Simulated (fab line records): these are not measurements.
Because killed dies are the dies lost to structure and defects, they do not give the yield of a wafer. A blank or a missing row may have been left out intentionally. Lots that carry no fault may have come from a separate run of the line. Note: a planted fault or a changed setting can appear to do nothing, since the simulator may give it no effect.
What tool caused it?	flow gf180mcu	15 lots, 45 wafers sampled, at 3 steps of a route of 602

## WHAT THE GAUGES SHOWED, per wafer
GF_V5_BOW_MEAS_05.
lot	measured	on	V5_BOW (um)
L160	day 26 08:24	film_metro-01	125 137 134
L162	day 27 00:42	film_metro-03	120 112 119
L163	day 27 10:33	film_metro-01	129 134 121
L165	day 28 00:21	film_metro-04	129 127 141
L166	day 28 09:58	film_metro-04	152 139 142
L167	day 28 21:02	film_metro-03	135 130 138
L168	day 28 23:28	film_metro-03	118 116 116
L169	day 29 04:01	film_metro-04	147 137 137
L171	day 29 21:46	film_metro-01	147 149 156
L175	day 31 02:19	film_metro-01	146 152 140
L176	day 31 05:02	film_metro-04	134 130 152
L177	day 31 11:18	film_metro-03	145 140 138
L180	day 32 07:41	film_metro-04	140 143 136
L181	day 32 12:58	film_metro-03	133 125 116
L182	day 32 18:26	film_metro-03	127 125 128

## EACH LOT AND THE TOOL THAT RAN IT (in order: tool; ch and the chambers of the sampled wafers; start)
lot	GF_CONTACT_CVD_24	GF_MIM_SPUTTER_04
L160	cvd_w-02 ch 0, day 16 01:55	pvd_sputter-03, day 24 10:43
L162	cvd_w-02 ch 0,1, day 16 17:16	pvd_sputter-02, day 25 04:48
L163	cvd_w-01 ch 0,1, day 17 06:12	pvd_sputter-01, day 25 15:07
L165	cvd_w-02 ch 0,1, day 17 23:17	pvd_sputter-03, day 26 05:35
L166	cvd_w-01 ch 0,1, day 18 09:58	pvd_sputter-02, day 26 15:55
L167	cvd_w-01 ch 0,1, day 19 00:01	pvd_sputter-03, day 27 03:04
L168	cvd_w-02 ch 0,1, day 19 03:05	pvd_sputter-01, day 27 06:52
L169	cvd_w-01 ch 0,1, day 19 08:44	pvd_sputter-01, day 27 11:26
L171	cvd_w-02 ch 0,1, day 20 06:33	pvd_sputter-01, day 28 06:04
L175	cvd_w-02 ch 0,1, day 21 18:46	pvd_sputter-01, day 29 11:13
L176	cvd_w-01 ch 0,1, day 21 23:45	pvd_sputter-02, day 29 14:37
L177	cvd_w-01 ch 0,1, day 22 09:00	pvd_sputter-03, day 29 21:50
L180	cvd_w-01 ch 0,1, day 23 09:28	pvd_sputter-01, day 30 18:06
L181	cvd_w-01 ch 0,1, day 23 18:57	pvd_sputter-01, day 31 00:05
L182	cvd_w-02 ch 0,1, day 24 00:51	pvd_sputter-03, day 31 07:10
- GF_CONTACT_CVD_24: deposits W, target thk 300 nm, time 90.339 s.
- GF_MIM_SPUTTER_04: material TiN, target thk 50 nm, time 41.7 s.

## WHAT THE TOOLS THEMSELVES READ (means of the sampled wafers that have a number; where no wafer has one, the mark that the record gives instead)
GF_CONTACT_CVD_24.
lot	tool	chamber_pressure_Torr (Torr)	heater_power_w (W)
L160	cvd_w-02	40.11	767
L162	cvd_w-02	39.99	951
L163	cvd_w-01	39.98	878
L165	cvd_w-02	40.06	941
L166	cvd_w-01	39.88	800
L167	cvd_w-01	40.07	885
L168	cvd_w-02	39.91	846
L169	cvd_w-01	40.05	872
L171	cvd_w-02	39.97	942
L175	cvd_w-02	40.02	944
L176	cvd_w-01	39.97	885
L177	cvd_w-01	40.06	869
L180	cvd_w-01	40.03	875
L181	cvd_w-01	40.12	883
L182	cvd_w-02	40.01	859

GF_MIM_SPUTTER_04.
lot	tool	throttle_valve_pct (%)
L160	pvd_sputter-03	30.6
L162	pvd_sputter-02	30.5
L163	pvd_sputter-01	29.8
L165	pvd_sputter-03	30.2
L166	pvd_sputter-02	30.3
L167	pvd_sputter-03	29.9
L168	pvd_sputter-01	29.7
L169	pvd_sputter-01	30.5
L171	pvd_sputter-01	30.2
L175	pvd_sputter-01	30.3
L176	pvd_sputter-02	30.7
L177	pvd_sputter-03	29.9
L180	pvd_sputter-01	30.5
L181	pvd_sputter-01	29.5
L182	pvd_sputter-03	30.3

## THE ANSWER, worked out from the rows above alone
Rule: usual is defined by the lots themselves. The widest of any qualifying gaps counts: lots, ordered by their means at a reading, are off when they make up no more than a third of the lots, leave a main group of 4 or more, and stand apart from it by 3 or more times the standard deviation of that group's means. Not used: any main group whose means are identical at the precision the tables above print for the reading. A lot without any number at a reading at which 4 lots or more have one is off too. The other lots that the step has rows for count as sound. The gauges are gone through in route order, then the tools' own readings, and for those a lot's mean is taken as printed above. The first step at which some lot is off is used, and at that step the reading that is off furthest; a lot without a number counts as furthest.
No lot is off on any of the readings shown, so nothing can be concluded from this.

## WHAT WAS PUT IN BY THE SIMULATOR
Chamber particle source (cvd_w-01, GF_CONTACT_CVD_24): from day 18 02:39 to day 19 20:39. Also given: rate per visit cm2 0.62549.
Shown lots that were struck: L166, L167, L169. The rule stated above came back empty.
